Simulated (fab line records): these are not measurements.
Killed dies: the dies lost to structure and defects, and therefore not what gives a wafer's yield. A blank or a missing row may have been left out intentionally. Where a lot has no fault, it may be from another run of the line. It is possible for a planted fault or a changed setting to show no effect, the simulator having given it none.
2 desks, one fault + flow gf180mcu + what lay behind the numbers comes last; until then each desk has only its own

FROM THE METROLOGY DESK
What the gauges read, lot by lot, whatever tool the lot ran on: means of the sampled wafers that have a number. If a lot's mean is further than 4 standard deviations from the usual mean, the lot is out of limits and carries the mark OUT (the distance appears in the brackets).
Columns: A = MVPSD_RS at GF_VT_IMPLANT_RS_MEAS_49, usual 1171 ohm/sq; B = cd nm at GF_HV_LDD_CD_MEAS_31, usual 400.2 nm; C = HV_LDD_CVD_56_THK at GF_HV_LDD_THK_MEAS_57, usual 90.3 nm; D = NSD_TW at GF_NSD_TW_MEAS_12, usual 4266
| lot  | first seen here | A    | B     | C              | D    |
|------|-----------------|------|-------|----------------|------|
| L796 | day 7 11:10     | 1172 | 402.3 | 91.6           | 4301 |
| L797 | day 7 17:28     | 1172 | 405.4 | 89.7           | 4307 |
| L799 | day 8 14:14     | 1173 | 401.5 | 90.3           | 4332 |
| L801 | day 9 01:41     | 1171 | 399.3 | 90.4           | 4230 |
| L803 | day 9 18:54     | 1171 | 401.9 | 89.4           | 4315 |
| L806 | day 10 06:57    | 1167 | 401.1 | 90.1           | 4189 |
| L807 | day 10 16:50    | 1174 | 399.1 | 58.3 (-40) OUT | 4282 |
| L808 | day 11 01:23    | 1173 | 397.4 | 58.8 (-40) OUT | 4232 |
| L816 | day 13 08:08    | 1175 | 400.3 | 89.2           | 4195 |
| L817 | day 13 11:45    | 1168 | 398.2 | 91.5           | 4178 |
| L818 | day 13 16:54    | 1168 | 398.9 | 91.9           | 4304 |
| L819 | day 14 00:04    | 1169 | 401.5 | 90.4           | 4249 |
Per this desk, out of limits: L807, L808; the first was L807, day 16 03:42 (HV_LDD_CVD_56_THK at GF_HV_LDD_THK_MEAS_57). L796, L797, L799, L801, L803, L806, L816, L817, L818, L819 stayed within limits.

AT THE TOOL OWNER'S DESK: lpcvd-02
The tool's own readings at GF_HV_LDD_CVD_56 (deposits Si3N4 from DCS/NH3, target thk 90 nm, time 1543 s): means of the sampled wafers that have a number, for each lot that ran on this tool. If a lot's mean is further than 4 standard deviations from the usual mean, the lot is out of limits and carries the mark OUT (the distance appears in the brackets).
Columns: A = spike tc bottom C at GF_HV_LDD_CVD_56, usual 789.3 C; B = spike tc centre C at GF_HV_LDD_CVD_56, usual 770.6 C; C = spike tc lower C at GF_HV_LDD_CVD_56, usual 770.3 C; D = spike tc top C at GF_HV_LDD_CVD_56, usual 783.1 C; E = spike tc upper C at GF_HV_LDD_CVD_56, usual 770.5 C; F = susceptor temp C at GF_HV_LDD_CVD_56, usual 770.1 C
| lot  | first seen here | A               | B               | C               | D                | E               | F               |
|------|-----------------|-----------------|-----------------|-----------------|------------------|-----------------|-----------------|
| L801 | day 14 07:38    | 786.1           | 771.6           | 769.8           | 786.1            | 771.1           | 770.5           |
| L803 | day 15 02:59    | 786.7           | 771.3           | 770.5           | 785.5            | 770.1           | 769.8           |
| L806 | day 15 16:11    | 788.7           | 770.9           | 769.8           | 780.5            | 771.3           | 770.0           |
| L807 | day 16 02:16    | 766.0 (-13) OUT | 748.4 (-22) OUT | 747.8 (-17) OUT | 758.7 (-8.7) OUT | 748.8 (-18) OUT | 748.0 (-69) OUT |
| L808 | day 16 12:18    | 767.1 (-12) OUT | 748.9 (-22) OUT | 748.3 (-17) OUT | 759.0 (-8.6) OUT | 748.5 (-18) OUT | 748.3 (-68) OUT |
| L816 | day 19 08:42    | 788.7           | 771.5           | 771.0           | 780.5            | 771.0           | 770.5           |
| L818 | day 19 20:19    | 789.1           | 770.0           | 770.8           | 780.3            | 770.3           | 770.0           |
| L819 | day 19 23:54    | 785.9           | 770.4           | 769.4           | 786.7            | 770.6           | 770.4           |
Finding of this desk: L807, L808 out of limits; the first was L807 at day 16 02:16, on spike tc bottom C at GF_HV_LDD_CVD_56. L801, L803, L806, L816, L818, L819 stayed within limits.

ALL TOGETHER
The tool owner's desk could have raised an alarm at day 16 02:16, on L807, L808.
L807, L808 would have let the metrology desk raise an alarm at day 16 03:42.
All the named lots went through GF_HV_LDD_CVD_56 on lpcvd-02.

WHAT HAD BEEN PUT IN BY THE SIMULATOR
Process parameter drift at GF_HV_LDD_CVD_56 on lpcvd-02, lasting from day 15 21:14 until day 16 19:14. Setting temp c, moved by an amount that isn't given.
Lots struck among those shown: L807, L808.
Fault start to first reading out of limits, in hours, per desk: tool owner, 5; metrology, 6.
